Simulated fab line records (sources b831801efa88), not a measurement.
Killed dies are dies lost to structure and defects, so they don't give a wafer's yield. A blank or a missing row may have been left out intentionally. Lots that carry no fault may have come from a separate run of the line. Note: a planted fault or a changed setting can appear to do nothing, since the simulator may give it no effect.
A single fault, viewed from 2 desks	flow gf180mcu	numbers are kept per desk, each desk with only its own; the story behind them comes last

== AT THE TOOL OWNER'S DESK: pvdSputter-03 ==
At GF_V5_SPUTTER_22 (material TiN, target thk 10 nm, time 40 s) the tool's own readings: per lot run on this tool, the mean of the sampled wafers that have a number. A lot is out of limits, marked OUT, if its mean lies more than 4 standard deviations from the usual mean; the brackets give that distance.
Columns: A = throttleValvePct at GF_V5_SPUTTER_22, usual 30.0 %
lot	first seen here	A
L897	day 29 02:35	29.9
L901	day 30 12:47	29.6
L911	day 32 22:07	29.4
L914	day 33 10:09	30.4
This desk's verdict: no lot among the 4 shows anything out of limits.

== FROM THE METROLOGY DESK ==
What the gauges read, lot by lot, whatever tool the lot ran on: means of the sampled wafers that have a number. A lot is out of limits, marked OUT, if its mean lies more than 4 standard deviations from the usual mean; the brackets give that distance.
Columns: A = cdNm at GF_V5_CD_MEAS_14, usual 260.1 nm; B = V5_OVL at GF_V5_OVL_MEAS_15, usual -5 nm
lot	first seen here	A	B
L891	day 27 07:40	260.9	-10
L896	day 28 21:07	258.0	-3
L897	day 29 01:43	258.9	-12
L901	day 30 11:50	259.2	-8
L911	day 32 21:14	258.5	-6
L914	day 33 09:13	260.6	-6
This desk's verdict: no lot among the 6 shows anything out of limits.

== TAKEN TOGETHER ==
Nothing out of limits was seen by the tool owner's desk.
Nothing out of limits was seen by the metrology desk.

== WHAT WAS PUT IN BY THE SIMULATOR ==
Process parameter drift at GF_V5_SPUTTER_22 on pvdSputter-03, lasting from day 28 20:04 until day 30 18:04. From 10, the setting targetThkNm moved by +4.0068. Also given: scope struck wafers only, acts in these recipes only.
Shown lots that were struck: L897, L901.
